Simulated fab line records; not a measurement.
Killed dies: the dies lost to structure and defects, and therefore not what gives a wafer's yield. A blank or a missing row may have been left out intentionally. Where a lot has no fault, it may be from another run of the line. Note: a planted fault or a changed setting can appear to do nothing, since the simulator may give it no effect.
A struck lot beside a sound one | flow sky130 | 43 steps out of a route of 708
Sound: these wafers, L515.1, L515.4, L515.6. Struck: wafer L523.6 (left out: L523.2, L523.3 of the same lot, which were not struck); the cause appears at the end.
Order at every step that has rows: each side's tool, ch and its chambers, its first start. Under that, the readings that differ: sound wafers | struck wafers | difference of the means | sigmas: that difference in standard deviations of wafers without a fault.
alike: readings whose means differ by less than 2 such deviations, and words and numbers that are the same on both sides. not compared: withheld readings, readings that some wafer has no value for, bounds like >300 that may hide the same value, and numbers for which the record gives no deviation and whose values overlap.
Wherever a step has rows on one side only, a row that says differs or no value, or a row with sigmas, the two part there. Numbers that have no deviation but don't overlap get no sigmas and don't part them. Lack of a reading on every wafer of one side parts them only where that side has two or more wafers.

first, 8 steps without rows for these wafers: SKY_DNWELL_DEHYDRATE_00 (time 60 s); SKY_DNWELL_HMDS_01 (prime time 60 s); SKY_DNWELL_COAT_02 (resist thk 3000 nm); SKY_DNWELL_SOFTBAKE_03; SKY_DNWELL_EXPOSE_04 (exposes mask DNM, target cd 3000 nm); SKY_DNWELL_PEB_05; SKY_DNWELL_DEVELOP_06 (develop time 60 s); SKY_DNWELL_IMPLANT_07.
SKY_DNWELL_STRIP_08: strips in O2/N2.
  sound on plasmaAsher-02 ch 1, day 4 01:23; struck on plasmaAsher-02 ch 1, day 5 19:42
  alike: drypumpMotorCurrentA, oesProductAu, stripTimeToEndpointS
  not compared: rfHoursCounterH
SKY_DNWELL_TW_MEAS_09:
  sound on filmMetro-01 at day 4 01:29; struck on filmMetro-01 at day 5 19:49
  alike: DNWELL_TW
then, 2 steps without rows for these wafers: SKY_PWDE_DEHYDRATE_00 (time 60 s); SKY_PWDE_HMDS_01 (prime time 60 s).
SKY_PWDE_COAT_02: resist thk 3000 nm.
  sound on lithoTrack-02 ch 0, day 4 10:11; struck on lithoTrack-02 ch 0, day 6 04:43
reading                               | sound          | struck | difference | sigmas
model.coat_of_PWDE_COAT_02.thkNm (nm) | 3007 3005 3008 | 300.5  | -2706.2    | 
  alike: dispensePressureKPa, exhaustPa
then, 3 steps without rows for these wafers: SKY_PWDE_SOFTBAKE_03; SKY_PWDE_EXPOSE_04 (exposes mask PWDEM, target cd 840 nm); SKY_PWDE_PEB_05.
SKY_PWDE_DEVELOP_06: develop time 60 s.
  sound: lithoTrack-03 ch 0; struck: lithoTrack-03 ch 0
reading                               | sound          | struck | difference | sigmas
model.coat_of_PWDE_COAT_02.thkNm (nm) | 3002 3000 3004 | 296.2  | -2705.8    | 
  alike: developerTempC, exhaustPa
SKY_PWDE_OVL_MEAS_07:
  sound on overlay-02 at day 4 18:19; struck on overlay-02 at day 6 14:17
  alike: PWDE_OVL
next, for these wafers, 1 step has no rows: SKY_PWDE_IMPLANT_08.
SKY_PWDE_STRIP_09: strips in O2/N2.
  sound on plasmaAsher-01 ch 0,1, day 4 18:31; struck on plasmaAsher-04 ch 1, day 6 14:28
reading                  | sound             | struck | difference | sigmas
oesProductAu (a.u.)      | 0.718 0.721 0.725 | 0.420  | -0.301     | -68
stripTimeToEndpointS (s) | 36.99 36.95 37.01 | 4.38   | -32.60     | -99 or more
  alike: drypumpMotorCurrentA
  not compared: rfHoursCounterH
SKY_PWDE_TW_MEAS_10:
  sound on filmMetro-02 at day 4 18:37; struck on filmMetro-01 at day 6 14:34
  alike: PWDE_TW
then, 7 steps without rows for these wafers: SKY_NWELL_DEHYDRATE_03 (time 60 s); SKY_NWELL_HMDS_04 (prime time 60 s); SKY_NWELL_COAT_05 (resist thk 3000 nm); SKY_NWELL_SOFTBAKE_06; SKY_NWELL_EXPOSE_07 (exposes mask NWM, target cd 840 nm); SKY_NWELL_PEB_08; SKY_NWELL_DEVELOP_09 (develop time 60 s).
SKY_NWELL_OVL_MEAS_10:
  sound on overlay-01 at day 5 13:10; struck on overlay-02 at day 7 09:57
reading           | sound          | struck | difference | sigmas
NWELL_00_OVL (nm) | -1.6 -0.6 -1.6 | 2.3    | +3.6       | +2
then, 3 steps without rows for these wafers: SKY_NWELL_IMPLANT_11; SKY_NWELL_IMPLANT_12; SKY_NWELL_IMPLANT_13.
SKY_NWELL_STRIP_14: strips in O2/N2.
  sound on plasmaAsher-01 ch 0,1, day 5 13:39; struck on plasmaAsher-01 ch 0, day 7 10:26
  alike: drypumpMotorCurrentA, oesProductAu, stripTimeToEndpointS
  not compared: rfHoursCounterH
SKY_NWELL_TW_MEAS_15:
  sound on filmMetro-02 at day 5 13:45; struck on filmMetro-03 at day 7 10:32
  alike: NWELL_TW
then, 7 steps without rows for these wafers: SKY_NWELL_DEHYDRATE_16 (time 60 s); SKY_NWELL_HMDS_17 (prime time 60 s); SKY_NWELL_COAT_18 (resist thk 3000 nm); SKY_NWELL_SOFTBAKE_19; SKY_NWELL_EXPOSE_20 (exposes mask NWM COMPLEMENT, target cd 840 nm); SKY_NWELL_PEB_21; SKY_NWELL_DEVELOP_22 (develop time 60 s).
SKY_NWELL_OVL_MEAS_23:
  sound on overlay-02 at day 6 07:59; struck on overlay-02 at day 8 06:04
  alike: NWELL_01_OVL
SKY_NWELL_TW_MEAS_26:
  sound on filmMetro-03 at day 6 08:17; struck on filmMetro-02 at day 8 06:22
reading    | sound       | struck | difference | sigmas
NWELL_2_TW | 495 497 493 | 534    | +39        | +8

WHERE THEY PART
Last at SKY_NWELL_TW_MEAS_26 as far as this record goes, first at SKY_PWDE_STRIP_09.

WHY: what the simulator had put in
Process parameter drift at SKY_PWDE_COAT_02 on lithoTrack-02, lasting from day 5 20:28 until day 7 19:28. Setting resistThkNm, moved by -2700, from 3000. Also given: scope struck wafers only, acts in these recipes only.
